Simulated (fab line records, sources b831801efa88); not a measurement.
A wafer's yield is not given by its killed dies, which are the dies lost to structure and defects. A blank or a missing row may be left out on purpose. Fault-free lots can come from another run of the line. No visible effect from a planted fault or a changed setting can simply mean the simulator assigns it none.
Matching of chambers || flow sky130 || 4 sister chambers for SKY_VIA4_CMP_21 on cmp-01
The step polishes, stops on SiO2, t overpolish 25 s, target thk 0 nm. 4 wafers are shown with their chamber, then 7 later ones without.

## WAFERS, EACH WITH ITS CHAMBER
{"wafer": "L186.1", "chamber": 3, "motorCurrentA (A)": 12.4}
{"wafer": "L186.2", "chamber": 0, "motorCurrentA (A)": 10.4}
{"wafer": "L188.1", "chamber": 1, "motorCurrentA (A)": 9.4}
{"wafer": "L188.3", "chamber": 2, "motorCurrentA (A)": 10.4}

## WAFERS WHOSE CHAMBER IS MISSING
{"wafer": "L188.5", "motorCurrentA (A)": 12.0}
{"wafer": "L199.1", "motorCurrentA (A)": 12.7}
{"wafer": "L199.2", "motorCurrentA (A)": 10.4}
{"wafer": "L199.4", "motorCurrentA (A)": 9.3}
{"wafer": "L201.2", "motorCurrentA (A)": 12.8}
{"wafer": "L201.4", "motorCurrentA (A)": 10.8}
{"wafer": "L201.6", "motorCurrentA (A)": 12.1}

## WHICH CHAMBER EACH ONE RAN IN
{"wafer": "L188.5", "from the rows above": 3, "in truth": 3}
{"wafer": "L199.1", "from the rows above": 3, "in truth": 3}
{"wafer": "L199.2", "from the rows above": "can't be placed: 0 or 2", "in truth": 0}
{"wafer": "L199.4", "from the rows above": 1, "in truth": 1}
{"wafer": "L201.2", "from the rows above": 3, "in truth": 3}
{"wafer": "L201.4", "from the rows above": "can't be placed: 0 or 2", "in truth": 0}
{"wafer": "L201.6", "from the rows above": 3, "in truth": 3}
Correct placement for 5 of the 7. From these rows, 2 cannot be placed; in 2 the true chamber is one of the candidates. Placed wrongly: 0.
How it was worked out, from the rows above alone: a wafer's distance from a chamber is the root of the sum, over the readings, of the square of ((its reading less the chamber's mean) divided by the reading's scatter). The wafer belongs to the nearest chamber; if the next one is less than 2 further off, it can't be placed. The mean given for a chamber averages the wafers shown for that chamber. The scatter: root of mean squared gap, hidden wafer to nearest shown wafer, with one shown wafer a chamber.
